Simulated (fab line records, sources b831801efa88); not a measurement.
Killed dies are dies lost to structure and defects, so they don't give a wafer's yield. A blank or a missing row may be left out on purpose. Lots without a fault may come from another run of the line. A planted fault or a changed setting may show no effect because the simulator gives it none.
Which tool did it? | flow sky130 | 6 lots, 18 wafers sampled, at 2 steps of a route of 708

WHAT THE GAUGES READ, wafer by wafer
SKY_LDD_LDN_OVL_MEAS_07.
lot  | measured     | on         | LDD_LDN_OVL (nm)
L144 | day 23 06:13 | overlay-01 | 2.3 -0.5 -0.1
L147 | day 24 08:19 | overlay-01 | -52.9 -52.2 -52.8
L149 | day 25 11:37 | overlay-02 | 3.3 2.9 2.1
L154 | day 27 02:55 | overlay-01 | -51.4 -52.0 -50.0
L157 | day 27 23:51 | overlay-01 | 0.3 1.9 -0.5
L161 | day 29 13:54 | overlay-01 | 1.9 1.3 2.6

WHICH TOOL RAN EACH LOT (tool, then ch and the chambers of the sampled wafers, then the start)
lot  | SKY_LDD_LDN_EXPOSE_04
L144 | iline_stepper-02 ch 0, day 22 15:04
L147 | iline_stepper-02 ch 0, day 23 16:59
L149 | iline_stepper-01 ch 0, day 24 20:43
L154 | iline_stepper-02 ch 0, day 26 12:20
L157 | iline_stepper-01 ch 0, day 27 09:32
L161 | iline_stepper-01 ch 0, day 28 23:16
- SKY_LDD_LDN_EXPOSE_04: exposes mask LDNTM, target cd 700 nm.

THE ANSWER, worked out from the rows above alone
Rule: what is usual is taken from the lots themselves. Put in order of their means at a reading, lots are off if they are a third of the lots or fewer, leave a main group of 4 or more, and stand apart from it by a gap of 3 or more times the standard deviation of the main group's means; of several such gaps the widest counts. A main group whose means are all the same, to the digits that the tables above print for the reading, isn't used. A lot without any number at a reading at which 4 lots or more have one is off too. The other lots that the step has rows for count as sound.
Off: L147, L154, at SKY_LDD_LDN_OVL_MEAS_07 (LDD_LDN_OVL). The main group: mean 1.5 nm, standard deviation 0.94.
A tool fits if, at a process step before that reading, it ran every lot that is off, and no sound lot after the first of them. The gauges at SKY_LDD_LDN_OVL_MEAS_07 are tried like those tools. One fits: iline_stepper-02 at SKY_LDD_LDN_EXPOSE_04. Its last sound lot is L144 (day 22 15:04), its first lot that is off L147 (day 23 16:59): a fault that began between those two fits.

WHAT THE SIMULATOR HAD PUT IN
Scanner matching overlay: iline_stepper-02, from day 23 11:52 on, at SKY_LDD_LDN_EXPOSE_04. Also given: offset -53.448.
Lots struck among those shown: L147, L154. The rule above found the same.
